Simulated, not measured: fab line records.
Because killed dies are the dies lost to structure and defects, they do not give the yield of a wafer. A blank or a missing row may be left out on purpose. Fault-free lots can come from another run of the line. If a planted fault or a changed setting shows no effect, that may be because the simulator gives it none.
The tool behind it: which one? :: flow gf180mcu :: 42 wafers from 14 lots sampled at 3 of the route's 602 steps

== WHAT THE GAUGES SHOWED, per wafer ==
GF_STI_BOW_MEAS_00. Usual: INCOMING_BOW gives -1 um (standard deviation 6.5).
lot: L703
measured: day 1 15:01
on: film_metro-03
INCOMING_BOW (um): -1 -11 8
flag: 

lot: L704
measured: day 1 20:00
on: film_metro-03
INCOMING_BOW (um): -2 7 -9
flag: 

lot: L705
measured: day 2 01:00
on: film_metro-03
INCOMING_BOW (um): 9 10 -6
flag: 

lot: L706
measured: day 2 06:01
on: film_metro-04
INCOMING_BOW (um): 0 1 2
flag: 

lot: L708
measured: day 2 16:00
on: film_metro-01
INCOMING_BOW (um): 2 0 -3
flag: 

lot: L709
measured: day 2 21:00
on: film_metro-01
INCOMING_BOW (um): 6 6 -1
flag: 

lot: L710
measured: day 3 02:00
on: film_metro-03
INCOMING_BOW (um): -4 0 15
flag: 

lot: L712
measured: day 3 12:00
on: film_metro-01
INCOMING_BOW (um): -8 1 6
flag: 

lot: L713
measured: day 3 17:01
on: film_metro-04
INCOMING_BOW (um): -4 9 -8
flag: 

lot: L714
measured: day 3 22:01
on: film_metro-04
INCOMING_BOW (um): -14 -9 0
flag: 

lot: L715
measured: day 4 03:02
on: film_metro-04
INCOMING_BOW (um): 0 -4 8
flag: 

lot: L716
measured: day 4 08:00
on: film_metro-03
INCOMING_BOW (um): -1 2 1
flag: 

lot: L717
measured: day 4 13:04
on: film_metro-04
INCOMING_BOW (um): 0 -9 0
flag: 

lot: L725
measured: day 6 05:00
on: film_metro-01
INCOMING_BOW (um): 3 11 0
flag: 

GF_SALICIDE_THK_MEAS_05: measures by xrf. Usual: SALICIDE_TIN_THK gives 20.20 nm (standard deviation 0.3).
lot: L703
measured: day 15 17:20
on: film_metro-03
SALICIDE_TIN_THK (nm): 20.67 20.46 20.75
flag: 

lot: L704
measured: day 16 06:16
on: film_metro-03
SALICIDE_TIN_THK (nm): 19.94 19.86 19.98
flag: 

lot: L705
measured: day 16 20:02
on: film_metro-03
SALICIDE_TIN_THK (nm): 19.95 20.05 20.24
flag: 

lot: L706
measured: day 16 22:10
on: film_metro-03
SALICIDE_TIN_THK (nm): 20.04 20.03 20.23
flag: 

lot: L708
measured: day 17 23:40
on: film_metro-03
SALICIDE_TIN_THK (nm): 20.58 20.17 20.46
flag: 

lot: L709
measured: day 18 03:45
on: film_metro-03
SALICIDE_TIN_THK (nm): 20.46 20.09 20.15
flag: 

lot: L710
measured: day 18 05:28
on: film_metro-03
SALICIDE_TIN_THK (nm): 20.11 20.00 20.02
flag: 

lot: L712
measured: day 19 02:27
on: film_metro-01
SALICIDE_TIN_THK (nm): 20.66 20.31 20.71
flag: 

lot: L713
measured: day 19 09:47
on: film_metro-03
SALICIDE_TIN_THK (nm): 19.92 19.74 19.99
flag: 

lot: L714
measured: day 19 21:26
on: film_metro-03
SALICIDE_TIN_THK (nm): 19.86 20.11 19.87
flag: 

lot: L715
measured: day 20 08:08
on: film_metro-02
SALICIDE_TIN_THK (nm): 20.06 20.30 19.88
flag: 

lot: L716
measured: day 20 17:28
on: film_metro-01
SALICIDE_TIN_THK (nm): 19.99 20.31 20.18
flag: 

lot: L717
measured: day 21 00:43
on: film_metro-01
SALICIDE_TIN_THK (nm): 19.90 20.42 20.38
flag: 

lot: L725
measured: day 23 21:26
on: film_metro-01
SALICIDE_TIN_THK (nm): 20.27 20.36 20.64
flag: 

== WHICH TOOL RAN EACH LOT (tool, then ch and the chambers of the sampled wafers, then the start) ==
lot: L703
GF_DUAL_GATE_OXIDATION_02: furnace-01 ch 0, day 7 22:31

lot: L704
GF_DUAL_GATE_OXIDATION_02: furnace-02 ch 0, day 8 09:43

lot: L705
GF_DUAL_GATE_OXIDATION_02: furnace-01 ch 0, day 8 19:28

lot: L706
GF_DUAL_GATE_OXIDATION_02: furnace-01 ch 0, day 8 21:13

lot: L708
GF_DUAL_GATE_OXIDATION_02: furnace-01 ch 0, day 9 18:16

lot: L709
GF_DUAL_GATE_OXIDATION_02: furnace-01 ch 0, day 9 18:16

lot: L710
GF_DUAL_GATE_OXIDATION_02: furnace-01 ch 0, day 9 21:07

lot: L712
GF_DUAL_GATE_OXIDATION_02: furnace-01 ch 0, day 10 11:32

lot: L713
GF_DUAL_GATE_OXIDATION_02: furnace-01 ch 0, day 10 21:14

lot: L714
GF_DUAL_GATE_OXIDATION_02: furnace-02 ch 0, day 11 05:06

lot: L715
GF_DUAL_GATE_OXIDATION_02: furnace-01 ch 0, day 11 11:59

lot: L716
GF_DUAL_GATE_OXIDATION_02: furnace-01 ch 0, day 11 18:00

lot: L717
GF_DUAL_GATE_OXIDATION_02: furnace-01 ch 0, day 11 23:06

lot: L725
GF_DUAL_GATE_OXIDATION_02: furnace-01 ch 0, day 14 13:22
- GF_DUAL_GATE_OXIDATION_02: stabilise 600 s, purge 300 s, target thk 10.887 nm.

== AS READ BY THE TOOLS THEMSELVES (means over the sampled wafers that have a number; for cases with no such wafer, the mark the record gives instead) ==
GF_DUAL_GATE_OXIDATION_02. Usual: spike_tc_centre_C 900.5 C, standard deviation 1.1; tube_center_temp_C 900.01 C, standard deviation 0.071; tube_center_temp_C_max 902.3, standard deviation 0.37; zone_power_bottom_pct 28.0 %, standard deviation 0.3; zone_power_lower_pct 18.7 %, standard deviation 0.85.
lot: L703
tool: furnace-01
spike_tc_centre_C (C): 900.3
tube_center_temp_C (C): 899.98
tube_center_temp_C_max: 902.6
zone_power_bottom_pct (%): 28.0
zone_power_lower_pct (%): 19.1
flag: 

lot: L704
tool: furnace-02
spike_tc_centre_C (C): 901.8
tube_center_temp_C (C): 899.99
tube_center_temp_C_max: 902.3
zone_power_bottom_pct (%): 28.0
zone_power_lower_pct (%): 17.3
flag: 

lot: L705
tool: furnace-01
spike_tc_centre_C (C): 900.5
tube_center_temp_C (C): 900.06
tube_center_temp_C_max: 901.9
zone_power_bottom_pct (%): 28.2
zone_power_lower_pct (%): 19.1
flag: 

lot: L706
tool: furnace-01
spike_tc_centre_C (C): 900.1
tube_center_temp_C (C): 899.97
tube_center_temp_C_max: 902.3
zone_power_bottom_pct (%): 27.8
zone_power_lower_pct (%): 19.2
flag: 

lot: L708
tool: furnace-01
spike_tc_centre_C (C): 901.0
tube_center_temp_C (C): 899.97
tube_center_temp_C_max: 902.0
zone_power_bottom_pct (%): 27.9
zone_power_lower_pct (%): 19.4
flag: 

lot: L709
tool: furnace-01
spike_tc_centre_C (C): 900.3
tube_center_temp_C (C): 899.96
tube_center_temp_C_max: 902.5
zone_power_bottom_pct (%): 28.0
zone_power_lower_pct (%): 19.2
flag: 

lot: L710
tool: furnace-01
spike_tc_centre_C (C): 899.5
tube_center_temp_C (C): 900.02
tube_center_temp_C_max: 901.8
zone_power_bottom_pct (%): 27.7
zone_power_lower_pct (%): 19.1
flag: 

lot: L712
tool: furnace-01
spike_tc_centre_C (C): 899.4
tube_center_temp_C (C): 900.07
tube_center_temp_C_max: 902.5
zone_power_bottom_pct (%): 28.0
zone_power_lower_pct (%): 19.2
flag: 

lot: L713
tool: furnace-01
spike_tc_centre_C (C): 900.6
tube_center_temp_C (C): 900.02
tube_center_temp_C_max: 902.0
zone_power_bottom_pct (%): 28.1
zone_power_lower_pct (%): 19.1
flag: 

lot: L714
tool: furnace-02
spike_tc_centre_C (C): 901.5
tube_center_temp_C (C): 900.00
tube_center_temp_C_max: 902.0
zone_power_bottom_pct (%): 27.7
zone_power_lower_pct (%): 17.3
flag: 

lot: L715
tool: furnace-01
spike_tc_centre_C (C): 899.2
tube_center_temp_C (C): 898.18
tube_center_temp_C_max: 900.8
zone_power_bottom_pct (%): 27.8
zone_power_lower_pct (%): 19.0
flag: OFF

lot: L716
tool: furnace-01
spike_tc_centre_C (C): 898.5
tube_center_temp_C (C): 898.09
tube_center_temp_C_max: 900.3
zone_power_bottom_pct (%): 28.0
zone_power_lower_pct (%): 19.1
flag: OFF

lot: L717
tool: furnace-01
spike_tc_centre_C (C): 898.5
tube_center_temp_C (C): 898.06
tube_center_temp_C_max: 900.6
zone_power_bottom_pct (%): 27.7
zone_power_lower_pct (%): 19.4
flag: OFF

lot: L725
tool: furnace-01
spike_tc_centre_C (C): 900.3
tube_center_temp_C (C): 900.05
tube_center_temp_C_max: 902.1
zone_power_bottom_pct (%): 28.0
zone_power_lower_pct (%): 19.2
flag: 

== THE ANSWER, worked out from the rows above alone ==
Rule: lot off if the mean of its wafers having a number is beyond 3 standard deviations from the usual mean. Also off: a lot with no number at a reading for which 4 or more lots have one. The other lots that the step has rows for count as sound. After the gauges, taken in route order, come the tools' own readings; for these a lot's mean is taken, as printed above. The first step at which some lot is off is used, and at that step the reading that is off furthest; a lot without a number counts as furthest.
Off at GF_DUAL_GATE_OXIDATION_02 (tube_center_temp_C): L715, L716, L717.
If a tool, at that step or one of the process steps before it, ran each lot that is off and ran no sound lot following the first of them, it fits. Of those tried, none fits.

== WHAT THE SIMULATOR PUT IN ==
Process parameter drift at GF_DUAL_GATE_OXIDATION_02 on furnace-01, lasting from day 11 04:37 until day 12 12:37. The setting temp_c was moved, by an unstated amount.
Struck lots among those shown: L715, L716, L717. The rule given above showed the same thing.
